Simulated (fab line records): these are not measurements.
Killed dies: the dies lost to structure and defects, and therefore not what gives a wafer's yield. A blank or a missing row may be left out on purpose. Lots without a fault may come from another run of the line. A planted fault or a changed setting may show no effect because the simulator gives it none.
What tool caused it? + flow sky130 + 39 wafers from 13 lots sampled at 3 of the route's 708 steps

== WHAT THE GAUGES SHOWED, per wafer ==
SKY_VT_ADJUST_NCORE_OVL_MEAS_08.
| lot  | measured     | on         | VT_ADJUST_NCORE_OVL (nm) |
|------|--------------|------------|--------------------------|
| L868 | day 8 14:46  | overlay-02 | -3.0 -1.1 -0.3           |
| L870 | day 9 07:07  | overlay-01 | 1.6 0.2 0.5              |
| L871 | day 9 15:37  | overlay-02 | 0.6 1.4 0.5              |
| L873 | day 10 03:49 | overlay-02 | -1.6 -0.7 -0.6           |
| L874 | day 10 04:04 | overlay-02 | -0.5 -0.8 -2.3           |
| L878 | day 11 11:49 | overlay-02 | -1.4 -2.0 -0.5           |
| L880 | day 12 04:05 | overlay-01 | 0.8 0.2 -0.5             |
| L881 | day 12 09:58 | overlay-01 | -3.9 -3.6 -3.7           |
| L886 | day 13 20:37 | overlay-01 | 1.6 0.9 -0.1             |
| L887 | day 14 06:54 | overlay-02 | -0.6 -1.0 0.2            |
| L888 | day 14 13:24 | overlay-01 | 1.2 2.9 1.1              |
| L889 | day 15 00:11 | overlay-02 | -2.5 -1.7 -2.3           |
| L890 | day 15 05:53 | overlay-01 | -0.4 -1.2 -1.5           |

SKY_VT_ADJUST_PCH_TW_MEAS_10.
| lot  | measured     | on            | VT_ADJUST_PCH_TW  |
|------|--------------|---------------|-------------------|
| L868 | day 10 11:37 | film_metro-02 | 144.2 145.2 144.3 |
| L870 | day 11 04:49 | film_metro-02 | 145.4 145.1 145.0 |
| L871 | day 11 15:23 | film_metro-02 | 145.2 145.9 145.8 |
| L873 | day 12 04:16 | film_metro-02 | 145.8 144.9 145.4 |
| L874 | day 12 04:36 | film_metro-04 | 141.4 141.0 141.3 |
| L878 | day 13 14:01 | film_metro-03 | 140.2 139.8 139.7 |
| L880 | day 14 06:45 | film_metro-02 | 144.1 144.5 144.4 |
| L881 | day 14 13:08 | film_metro-02 | 143.9 143.4 144.3 |
| L886 | day 16 03:53 | film_metro-04 | 141.6 142.6 142.5 |
| L887 | day 16 14:14 | film_metro-03 | 140.4 140.3 140.1 |
| L888 | day 16 20:29 | film_metro-04 | 141.7 141.8 142.2 |
| L889 | day 17 09:22 | film_metro-04 | 141.3 141.4 140.1 |
| L890 | day 17 14:43 | film_metro-04 | 140.4 140.1 141.7 |

== TOOL THAT RAN EACH LOT (tool first, then ch and the chambers of the sampled wafers, then the start) ==
| lot  | SKY_VT_ADJUST_LVTN_STRIP_20          |
|------|--------------------------------------|
| L868 | plasma_asher-02 ch 0,1, day 7 17:31  |
| L870 | plasma_asher-01 ch 0,1, day 8 09:09  |
| L871 | plasma_asher-01 ch 0,1, day 8 17:33  |
| L873 | plasma_asher-04 ch 0,1, day 9 04:59  |
| L874 | plasma_asher-01 ch 0,1, day 9 05:08  |
| L878 | plasma_asher-01 ch 0, day 10 13:25   |
| L880 | plasma_asher-04 ch 0,1, day 11 03:42 |
| L881 | plasma_asher-01 ch 0,1, day 11 08:58 |
| L886 | plasma_asher-01 ch 0,1, day 12 19:50 |
| L887 | plasma_asher-01 ch 0,1, day 13 05:24 |
| L888 | plasma_asher-02 ch 0,1, day 13 11:28 |
| L889 | plasma_asher-04 ch 0,1, day 13 21:10 |
| L890 | plasma_asher-04 ch 0,1, day 14 02:13 |
- SKY_VT_ADJUST_LVTN_STRIP_20: strips in O2/N2.

== WHAT THE TOOLS THEMSELVES READ (means of the sampled wafers that have a number; where no wafer has one, the mark that the record gives instead) ==
SKY_VT_ADJUST_LVTN_STRIP_20.
| lot  | tool            | drypump_motor_current_A (A) | oes_product_au (a.u.) | strip_time_to_endpoint_s (s) |
|------|-----------------|-----------------------------|-----------------------|------------------------------|
| L868 | plasma_asher-02 | 5.99                        | 0.714                 | 14.21                        |
| L870 | plasma_asher-01 | 5.91                        | 0.716                 | 14.16                        |
| L871 | plasma_asher-01 | 5.94                        | 0.715                 | 14.08                        |
| L873 | plasma_asher-04 | 6.18                        | 0.715                 | 14.18                        |
| L874 | plasma_asher-01 | 5.86                        | 0.718                 | 14.17                        |
| L878 | plasma_asher-01 | 5.80                        | 0.716                 | 14.19                        |
| L880 | plasma_asher-04 | 6.18                        | 0.720                 | 14.17                        |
| L881 | plasma_asher-01 | 5.88                        | 0.719                 | 14.12                        |
| L886 | plasma_asher-01 | 5.93                        | 0.713                 | 14.08                        |
| L887 | plasma_asher-01 | 5.93                        | 0.716                 | 14.21                        |
| L888 | plasma_asher-02 | 6.15                        | 0.715                 | 14.20                        |
| L889 | plasma_asher-04 | 6.18                        | 0.713                 | 14.17                        |
| L890 | plasma_asher-04 | 5.98                        | 0.711                 | 14.20                        |

== THE ANSWER, worked out from the rows above alone ==
Rule: the lots themselves supply what counts as usual. Put in order of their means at a reading, lots are off if they are a third of the lots or fewer, leave a main group of 4 or more, and stand apart from it by a gap of 3 or more times the standard deviation of the main group's means; of several such gaps the widest counts. A main group is skipped when, at the precision printed for the reading in the tables above, its means are all equal. Also off: a lot with no number at a reading for which 4 or more lots have one. Where the step has rows for the other lots, those lots are counted as sound. Order of review: gauges by route order, followed by the tools' own readings, for which a lot's mean as printed above is used. The first step at which some lot is off is used, and at that step the reading that is off furthest; a lot without a number counts as furthest.
No lot is off on any of the readings shown, so nothing can be concluded from this.

== WHAT THE SIMULATOR PUT IN ==
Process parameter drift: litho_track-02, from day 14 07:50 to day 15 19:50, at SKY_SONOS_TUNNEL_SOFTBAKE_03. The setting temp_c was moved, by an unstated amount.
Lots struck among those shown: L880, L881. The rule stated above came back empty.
